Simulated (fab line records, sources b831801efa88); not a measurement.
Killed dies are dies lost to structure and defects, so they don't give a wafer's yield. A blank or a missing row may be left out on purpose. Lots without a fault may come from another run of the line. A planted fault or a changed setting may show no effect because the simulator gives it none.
One fault seen from 2 desks | flow gf180mcu | each desk has only its own numbers; what lay behind them comes last

THE TOOL OWNER'S DESK: cvd_w-01
The tool's own readings at GF_CONTACT_CVD_24 (deposits W, target thk 300 nm, time 90.339 s): means of the sampled wafers that have a number, for each lot that ran on this tool. A lot is out of limits, marked OUT, if its mean lies more than 4 standard deviations from the usual mean; the brackets give that distance.
Columns: A = heater_power_w at GF_CONTACT_CVD_24, usual 815 W
lot  | first seen here | A
L833 | day 16 06:34    | 804
L835 | day 17 00:49    | 875
L837 | day 17 17:13    | 811
L842 | day 19 13:10    | 883
L845 | day 20 09:49    | 882
L846 | day 20 19:47    | 945
L847 | day 21 01:26    | 818
This desk's finding: nothing out of limits on any of the 7 lots.

THE METROLOGY DESK
What the gauges read, lot by lot, whatever tool the lot ran on: means of the sampled wafers that have a number. A lot is out of limits, marked OUT, if its mean lies more than 4 standard deviations from the usual mean; the brackets give that distance.
Columns: A = SAB_OVL at GF_SAB_OVL_MEAS_10, usual -0.8 nm; B = CONTACT_W_RS at GF_CONTACT_RS_MEAS_25, usual 0.383 ohm/sq; C = CONTACT_W_THK at GF_CONTACT_THK_MEAS_26, usual 305 nm; D = cd_nm at GF_M1_CD_MEAS_14, usual 230.1 nm
lot  | first seen here | A    | B                | C              | D
L833 | day 15 06:17    | -0.1 | 0.380            | 310            | 228.1
L834 | day 15 12:39    | -2.7 | 0.384            | 307            | 230.9
L835 | day 15 23:57    | -0.4 | 0.375            | 313            | 230.3
L837 | day 16 16:02    | -1.7 | 0.381            | 308            | 230.7
L842 | day 18 10:17    | -1.6 | 0.420 (+9.1) OUT | 282 (-5.7) OUT | 230.7
L845 | day 19 07:39    | -0.8 | 0.422 (+9.5) OUT | 283 (-5.4) OUT | 230.2
L846 | day 19 17:28    | -0.7 | 0.441 (+14) OUT  | 273 (-8.1) OUT | 229.0
L847 | day 19 23:19    | -1.1 | 0.402 (+4.6) OUT | 291            | 229.4
L850 | day 21 04:00    | -1.2 | 0.382            | 306            | 231.0
L851 | day 21 15:01    | -1.4 | 0.386            | 302            | 229.6
L853 | day 22 13:34    | 1.0  | 0.384            | 304            | 228.8
L855 | day 23 00:45    | -1.6 | 0.381            | 305            | 230.3
This desk's finding: out of limits on L842, L845, L846, L847; first on L842, day 19 13:16 (CONTACT_W_RS at GF_CONTACT_RS_MEAS_25). In limits: L833, L834, L835, L837, L850, L851, L853, L855.

PUT TOGETHER
The metrology desk could have raised an alarm at day 19 13:16, on L842, L845, L846, L847.
The tool owner's desk saw nothing out of limits.
The tool owner's desk has L842, L845, L846, L847 on record, within its limits.
Of the lots named, all ran GF_CONTACT_CVD_24 on cvd_w-01.

WHAT THE SIMULATOR HAD PUT IN
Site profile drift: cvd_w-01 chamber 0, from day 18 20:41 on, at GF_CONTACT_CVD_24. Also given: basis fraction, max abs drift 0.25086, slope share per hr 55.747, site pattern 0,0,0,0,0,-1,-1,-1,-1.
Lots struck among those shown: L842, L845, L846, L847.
Hours from the fault's start to each desk's first reading out of limits: the metrology desk, 17.
